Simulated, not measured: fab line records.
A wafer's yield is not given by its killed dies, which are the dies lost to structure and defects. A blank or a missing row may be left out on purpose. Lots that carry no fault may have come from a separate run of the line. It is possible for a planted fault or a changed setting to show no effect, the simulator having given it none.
The tool behind it: which one? | flow gf180mcu | 6 lots with 18 wafers sampled at 2 steps, on a route of 602 steps

== WHAT THE GAUGES READ, wafer by wafer ==
GF_VT_IMPLANT_TW_MEAS_21.
lot  | measured     | on            | VT_IMPLANT_2_TW
L747 | day 7 09:02  | film_metro-03 | 1214 1217 1214
L753 | day 8 15:29  | film_metro-04 | 1224 1229 1233
L757 | day 9 15:23  | film_metro-02 | 1205 1206 1213
L759 | day 10 03:52 | film_metro-02 | 1418 1408 1418 1415 1406 1409
L763 | day 11 04:41 | film_metro-04 | 1235 1226 1219
L767 | day 12 09:14 | film_metro-03 | 1205 1209 1209

== TOOL THAT RAN EACH LOT (tool first, then ch and the chambers of the sampled wafers, then the start) ==
lot  | GF_VT_IMPLANT_IMPLANT_19
L747 | implanter-04 ch 0, day 7 08:47
L753 | implanter-02 ch 0, day 8 15:14
L757 | implanter-04 ch 0, day 9 15:08
L759 | implanter-04 ch 0, day 10 03:39
L763 | implanter-03 ch 0, day 11 04:27
L767 | implanter-02 ch 0, day 12 09:01
- GF_VT_IMPLANT_IMPLANT_19

== THE ANSWER, worked out from the rows above alone ==
Rule: what is usual is taken from the lots themselves. Put in order of their means at a reading, lots are off if they are a third of the lots or fewer, leave a main group of 4 or more, and stand apart from it by a gap of 3 or more times the standard deviation of the main group's means; of several such gaps the widest counts. If all means in a main group match to the digits the tables above print for the reading, that group is not used. A lot without any number at a reading at which 4 lots or more have one is off too. The other lots that the step has rows for count as sound.
Off: L759, at GF_VT_IMPLANT_TW_MEAS_21 (VT_IMPLANT_2_TW). For the main group the mean is 1217 and the standard deviation 9.
If a tool, at a process step before that reading, ran all the lots that are off and no sound lot after the first of them, it fits. The gauges at GF_VT_IMPLANT_TW_MEAS_21 are tried like those tools. Undecided on this evidence; 2 tools fit (implanter-04 at GF_VT_IMPLANT_IMPLANT_19, film_metro-02 at GF_VT_IMPLANT_TW_MEAS_21).

== WHAT THE SIMULATOR HAD PUT IN ==
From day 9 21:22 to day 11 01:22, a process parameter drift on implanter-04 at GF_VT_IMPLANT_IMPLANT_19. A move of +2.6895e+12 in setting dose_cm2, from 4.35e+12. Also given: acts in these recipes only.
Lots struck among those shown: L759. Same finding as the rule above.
